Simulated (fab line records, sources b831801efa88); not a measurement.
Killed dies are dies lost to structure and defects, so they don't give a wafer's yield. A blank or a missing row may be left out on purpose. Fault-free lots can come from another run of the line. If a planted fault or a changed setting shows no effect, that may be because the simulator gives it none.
Which tool was responsible? ; flow gf180mcu ; 14 lots with 42 wafers sampled at 4 steps, on a route of 602 steps

WHAT EACH GAUGE READ, for each wafer
GF_V5_RS_MEAS_24: uses a four-point probe to measure.
lot;measured;on;V5_W_RS (ohm/sq)
L215;day 27 17:11;film-metro-03;0.332 0.332 0.332
L216;day 28 04:25;film-metro-02;0.327 0.333 0.330
L217;day 28 06:04;film-metro-02;0.328 0.329 0.327
L218;day 28 12:21;film-metro-03;0.319 0.321 0.320
L219;day 29 00:56;film-metro-02;0.325 0.324 0.328
L220;day 29 04:11;film-metro-03;0.331 0.326 0.330
L222;day 29 17:58;film-metro-04;0.326 0.331 0.330
L223;day 29 21:23;film-metro-03;0.327 0.327 0.326
L225;day 30 13:26;film-metro-02;0.326 0.332 0.328
L226;day 30 20:59;film-metro-03;0.329 0.327 0.325
L231;day 32 05:26;film-metro-04;0.327 0.327 0.328
L232;day 32 08:57;film-metro-02;0.322 0.334 0.329
L233;day 32 15:23;film-metro-04;0.329 0.331 0.336
L237;day 33 10:29;film-metro-04;0.320 0.321 0.321

WHAT TOOL EACH LOT RAN ON (gives the tool, then ch and the chambers of the sampled wafers, and finally the start)
lot;GF_DNWELL_STRIP_08;GF_V5_SPUTTER_22;GF_V5_CVD_23
L215;plasma-asher-03 ch 0, day 2 23:04;pvd-sputter-01, day 27 17:01;cvd-w-02 ch 0, day 27 17:04
L216;plasma-asher-02 ch 0,1, day 3 05:08;pvd-sputter-01, day 28 04:16;cvd-w-02 ch 0,1, day 28 04:18
L217;plasma-asher-04 ch 0,1, day 3 09:48;pvd-sputter-03, day 28 05:52;cvd-w-02 ch 0,1, day 28 05:57
L218;plasma-asher-03 ch 0,1, day 3 15:04;pvd-sputter-03, day 28 12:11;cvd-w-01 ch 0,1, day 28 12:13
L219;plasma-asher-03 ch 0,1, day 4 00:03;pvd-sputter-04, day 29 00:44;cvd-w-01 ch 0,1, day 29 00:49
L220;plasma-asher-03 ch 0,1, day 4 02:40;pvd-sputter-03, day 29 04:02;cvd-w-01 ch 1, day 29 04:04
L222;plasma-asher-04 ch 0,1, day 4 14:17;pvd-sputter-03, day 29 17:47;cvd-w-02 ch 0,1, day 29 17:50
L223;plasma-asher-04 ch 0,1, day 4 18:44;pvd-sputter-04, day 29 21:14;cvd-w-01 ch 0,1, day 29 21:16
L225;plasma-asher-02 ch 0,1, day 5 04:23;pvd-sputter-03, day 30 13:17;cvd-w-02 ch 0, day 30 13:20
L226;plasma-asher-04 ch 0,1, day 5 10:52;pvd-sputter-03, day 30 20:47;cvd-w-01 ch 0,1, day 30 20:52
L231;plasma-asher-04 ch 0,1, day 6 13:48;pvd-sputter-03, day 32 05:14;cvd-w-01 ch 0,1, day 32 05:19
L232;plasma-asher-04 ch 0,1, day 6 17:40;pvd-sputter-03, day 32 08:46;cvd-w-02 ch 0,1, day 32 08:50
L233;plasma-asher-04 ch 0,1, day 6 23:40;pvd-sputter-03, day 32 15:12;cvd-w-02 ch 0,1, day 32 15:16
L237;plasma-asher-03 ch 0,1, day 7 20:24;pvd-sputter-03, day 33 10:17;cvd-w-01 ch 0,1, day 33 10:22
- GF_DNWELL_STRIP_08: strips in O2/N2.
- GF_V5_SPUTTER_22: material TiN, target thk 10 nm, time 40 s.
- GF_V5_CVD_23: deposits W, target thk 350 nm, time 104.9 s.

AS READ BY THE TOOLS THEMSELVES (means over the sampled wafers that have a number; for cases with no such wafer, the mark the record gives instead)
GF_DNWELL_STRIP_08.
lot;tool;drypump-motor-current-A (A);heater-power-w (W);oes-product-au (a.u.);strip-time-to-endpoint-s (s)
L215;plasma-asher-03;5.60;350;0.724;36.98
L216;plasma-asher-02;5.51;321;0.726;37.06
L217;plasma-asher-04;5.41;285;0.723;36.84
L218;plasma-asher-03;5.72;359;0.722;36.95
L219;plasma-asher-03;5.75;362;0.721;37.04
L220;plasma-asher-03;5.74;364;0.727;36.82
L222;plasma-asher-04;5.63;282;0.722;37.17
L223;plasma-asher-04;5.63;283;0.723;37.02
L225;plasma-asher-02;5.51;319;0.725;37.00
L226;plasma-asher-04;5.63;282;0.723;36.86
L231;plasma-asher-04;5.40;282;0.717;37.08
L232;plasma-asher-04;5.62;281;0.720;36.76
L233;plasma-asher-04;5.38;283;0.723;36.97
L237;plasma-asher-03;5.86;376;0.726;37.09

GF_V5_SPUTTER_22.
lot;tool;throttle-valve-pct (%)
L215;pvd-sputter-01;30.4
L216;pvd-sputter-01;29.8
L217;pvd-sputter-03;29.5
L218;pvd-sputter-03;29.5
L219;pvd-sputter-04;29.9
L220;pvd-sputter-03;30.1
L222;pvd-sputter-03;29.4
L223;pvd-sputter-04;29.9
L225;pvd-sputter-03;29.7
L226;pvd-sputter-03;29.3
L231;pvd-sputter-03;28.8
L232;pvd-sputter-03;28.8
L233;pvd-sputter-03;29.4
L237;pvd-sputter-03;29.7

GF_V5_CVD_23.
lot;tool;heater-power-w (W);susceptor-temp-C (C)
L215;cvd-w-02;838;399.81
L216;cvd-w-02;890;399.97
L217;cvd-w-02;918;399.94
L218;cvd-w-01;867;400.05
L219;cvd-w-01;851;399.93
L220;cvd-w-01;808;399.94
L222;cvd-w-02;868;400.25
L223;cvd-w-01;926;400.10
L225;cvd-w-02;839;399.95
L226;cvd-w-01;926;400.01
L231;cvd-w-01;870;400.19
L232;cvd-w-02;875;400.18
L233;cvd-w-02;878;399.84
L237;cvd-w-01;872;399.98

THE ANSWER, worked out from the rows above alone
Rule: the usual values come from the lots themselves. The widest of any qualifying gaps counts: lots, ordered by their means at a reading, are off when they make up no more than a third of the lots, leave a main group of 4 or more, and stand apart from it by 3 or more times the standard deviation of that group's means. A main group whose means are all the same, to the digits that the tables above print for the reading, isn't used. Also off: a lot with no number at a reading for which 4 or more lots have one. All remaining lots with rows at the step are treated as sound. The gauges are gone through in route order, then the tools' own readings, and for those a lot's mean is taken as printed above. The first step at which some lot is off is used, and at that step the reading that is off furthest; a lot without a number counts as furthest.
Across all readings shown, no lot is off: no conclusion can be drawn from this.

WHAT THE SIMULATOR HAD INSERTED
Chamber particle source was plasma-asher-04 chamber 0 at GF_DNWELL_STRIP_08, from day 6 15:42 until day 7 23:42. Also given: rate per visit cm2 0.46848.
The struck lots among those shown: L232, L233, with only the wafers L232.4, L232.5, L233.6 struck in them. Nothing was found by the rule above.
